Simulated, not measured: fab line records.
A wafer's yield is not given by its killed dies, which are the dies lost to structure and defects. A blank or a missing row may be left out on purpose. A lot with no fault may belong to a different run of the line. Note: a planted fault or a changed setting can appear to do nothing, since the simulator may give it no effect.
A struck lot beside a sound one + flow gf180mcu + 22 steps out of a route of 602
Sound: wafers L651.2, L651.3, L651.6. Wafers L660.1, L660.2, L660.5 were the ones struck. At the end, the cause is stated.
At each step with rows: each side's tool, then ch and its chambers, then its first start. Under that, the readings that differ: sound wafers + struck wafers + difference of the means + sigmas: that difference in standard deviations of wafers without a fault.
alike: same words and numbers on both sides, and readings whose means sit less than 2 such deviations apart. not compared: any withheld reading, any reading some wafer has no value for, any bound like >300 that may hide the same value, and any number with overlapping values for which the record gives no deviation.
The two part at a step that has a row with sigmas, a row that says differs or no value, or rows on one side only. When numbers do not overlap yet have no deviation, they are printed without sigmas and do not part them. Lack of a reading on every wafer of one side parts them only where that side has two or more wafers.

first, 4 steps without rows for these wafers: GF_HV_LDD_SOFTBAKE_03 (time 60 s); GF_HV_LDD_EXPOSE_04 (exposes mask Nplus LV AREA, target cd 400 nm); GF_HV_LDD_PEB_05; GF_HV_LDD_DEVELOP_06 (develop time 60 s).
GF_HV_LDD_CD_MEAS_07 targets a cd of 400 nm.
  sound on cdSem-02 at day 11 07:40; struck on cdSem-01 at day 14 04:00
  alike: cdNm
GF_HV_LDD_OVL_MEAS_08:
  sound on overlay-02 at day 11 07:46; struck on overlay-02 at day 14 04:07
  alike: HV_LDD_OVL
after that, 1 step had no rows for these wafers: GF_HV_LDD_IMPLANT_09.
GF_HV_LDD_STRIP_10: strips in O2/N2.
  sound on plasmaAsher-03 ch 0,1, day 11 07:57; struck on plasmaAsher-04 ch 0,1, day 14 04:18
  alike: drypumpMotorCurrentA, heaterPowerW, oesProductAu, platenTempC, stripTimeToEndpointS
  not compared: rfHoursCounterH
GF_HV_LDD_TW_MEAS_11:
  sound on filmMetro-03 at day 11 08:04; struck on filmMetro-04 at day 14 04:24
  alike: HV_LDD_TW
then, 3 steps without rows for these wafers: GF_HV_LDD_DEHYDRATE_12 (time 60 s); GF_HV_LDD_HMDS_13 (prime time 60 s); GF_HV_LDD_COAT_14 (resist thk 1000 nm).
GF_HV_LDD_SOFTBAKE_15: time 60 s.
  sound on lithoTrack-03 ch 0, day 11 17:01; struck on lithoTrack-03 ch 0, day 14 14:17
| reading               | sound             | struck            | difference | sigmas |
|-----------------------|-------------------|-------------------|------------|--------|
| heaterPowerTotalW (W) | 56.54 56.50 56.61 | 52.79 52.89 52.83 | -3.71      | -83    |
| plateTempC (C)        | 90.04 89.80 90.04 | 85.66 85.62 85.44 | -4.39      | -34    |
  alike: resistLineTempC
then, 2 steps without rows for these wafers: GF_HV_LDD_EXPOSE_16 (exposes mask Pplus LV AREA, target cd 400 nm); GF_HV_LDD_PEB_17.
GF_HV_LDD_DEVELOP_18: develop time 60 s.
  sound on lithoTrack-01 ch 0, day 12 02:59; struck on lithoTrack-04 ch 0, day 15 00:42
| reading                                    | sound           | struck         | difference | sigmas |
|--------------------------------------------|-----------------|----------------|------------|--------|
| model.NOVOLAK_of_HV_LDD_COAT_14.thkNm (nm) | 1003 999.5 1002 | 1018 1014 1015 | +14        |        |
  alike: resistLineTempC
GF_HV_LDD_CD_MEAS_19 targets a cd of 400 nm.
  sound on cdSem-02 at day 12 03:07; struck on cdSem-02 at day 15 00:51
  alike: cdNm
GF_HV_LDD_OVL_MEAS_20:
  sound on overlay-01 at day 12 03:14; struck on overlay-01 at day 15 00:58
  alike: HV_LDD_01_OVL
after that, 1 step had no rows for these wafers: GF_HV_LDD_IMPLANT_21.
GF_HV_LDD_STRIP_22: strips in O2/N2.
  sound on plasmaAsher-03 ch 0,1, day 12 03:25; struck on plasmaAsher-03 ch 0,1, day 15 01:09
| reading                  | sound             | struck            | difference | sigmas |
|--------------------------|-------------------|-------------------|------------|--------|
| stripTimeToEndpointS (s) | 12.66 12.63 12.65 | 12.78 12.79 12.81 | +0.15      | +5     |
  alike: drypumpMotorCurrentA, heaterPowerW, oesProductAu, platenTempC
  not compared: rfHoursCounterH
GF_HV_LDD_TW_MEAS_23:
  sound on filmMetro-01 at day 12 03:31; struck on filmMetro-04 at day 15 01:17
| reading     | sound          | struck         | difference | sigmas |
|-------------|----------------|----------------|------------|--------|
| HV_LDD_2_TW | 1035 1031 1034 | 1064 1055 1057 | +25        | +2     |
GF_PASSIVATION_PROBE_99:
  rows exist in the record for the sound wafers here (prober-01, day 30 12:23), none for the struck ones

WHERE THEY PART
Last at GF_PASSIVATION_PROBE_99 as far as this record goes, first at GF_HV_LDD_SOFTBAKE_15.

WHY: what the simulator had put in
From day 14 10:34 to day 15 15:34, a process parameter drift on lithoTrack-03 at GF_HV_LDD_SOFTBAKE_15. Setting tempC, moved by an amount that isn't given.
